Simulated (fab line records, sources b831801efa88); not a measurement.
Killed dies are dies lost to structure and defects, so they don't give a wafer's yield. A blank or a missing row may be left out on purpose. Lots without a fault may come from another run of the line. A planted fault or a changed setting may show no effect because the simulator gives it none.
Problem report in the 8D (eight disciplines) form, filled by code | flow gf180mcu | the parts of the form that need people (team, actions taken, sign-off) are left out

1. THE PROBLEM
beam_energy_keV at GF_LVPWELL_IMPLANT_08 reads a mean of 166.03 on 6 wafers of 2 lots; wafers without a fault read 169.99 with a standard deviation of 0.058. That is -68 standard deviations from the usual mean.
First seen on wafer L164.4, day 7 14:52, on implanter-04. The record holds 18 wafers of 6 lots with a number at this step. Rule for "out", or "out of limits": more than 4 standard deviations from the usual mean. The other wafers with a number count as sound.

2. WHAT IT IS AND WHAT IT IS NOT
question                    | is                     | is not
which readings at this step | beam_energy_keV        | beam_on_s
which lots                  | L164, L165             | L155, L161, L163, L171
which wafers of those lots  | all that have a number | -
read on which tools         | implanter-04           | implanter-01, implanter-02
when                        | from day 7 14:52       | up to then (9 sound wafers); but 3 sound wafers of L171 came after

3. SUSPECTS, AND WHAT RULES EACH OUT
Counting: a tool at a process step up to the reading stays a suspect if it ran every lot that is out and no sound lot after the first of them.
- plasma_asher-03 at GF_NWELL_STRIP_10 (strips in O2/N2): kept. It ran every lot that is out, first L164 (day 6 23:10), and no sound lot after that.
- implanter-04 at GF_LVPWELL_IMPLANT_08: kept. It ran every lot that is out, first L164 (day 7 14:52), and no sound lot after that; its last sound lot up to then is L161 (day 6 22:10). Its own readings are out on those wafers: beam_energy_keV.
Left after counting: plasma_asher-03 at GF_NWELL_STRIP_10, implanter-04 at GF_LVPWELL_IMPLANT_08.

4. THE CAUSE (what the simulator had put in)
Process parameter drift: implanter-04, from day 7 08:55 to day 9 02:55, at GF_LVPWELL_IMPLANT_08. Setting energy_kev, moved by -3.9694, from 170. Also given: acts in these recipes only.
Counting left 2 suspects, and this tool is among them.

5. THE CHAIN OF EFFECTS, in route order
Each row: a reading whose mean over the struck wafers that have a number lies more than 3 standard deviations from the usual. Only readings for which the record gives a usual standard deviation are gone through. hours: the time from each lot's start at the first step in this table that gives one to its start at this step, as a median over the lots. sigmas: the change in usual standard deviations.
hours | step                  | reading         | usual  | on struck wafers | change | sigmas
0     | GF_LVPWELL_IMPLANT_08 | beam_energy_keV | 169.99 | 166.03           | -3.96  | -68
The process steps in it:
- GF_LVPWELL_IMPLANT_08

6. WHAT WOULD HAVE CAUGHT IT SOONER
In this record the first reading out of limits was taken at day 7 14:52, 6 hours after the fault began at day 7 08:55.
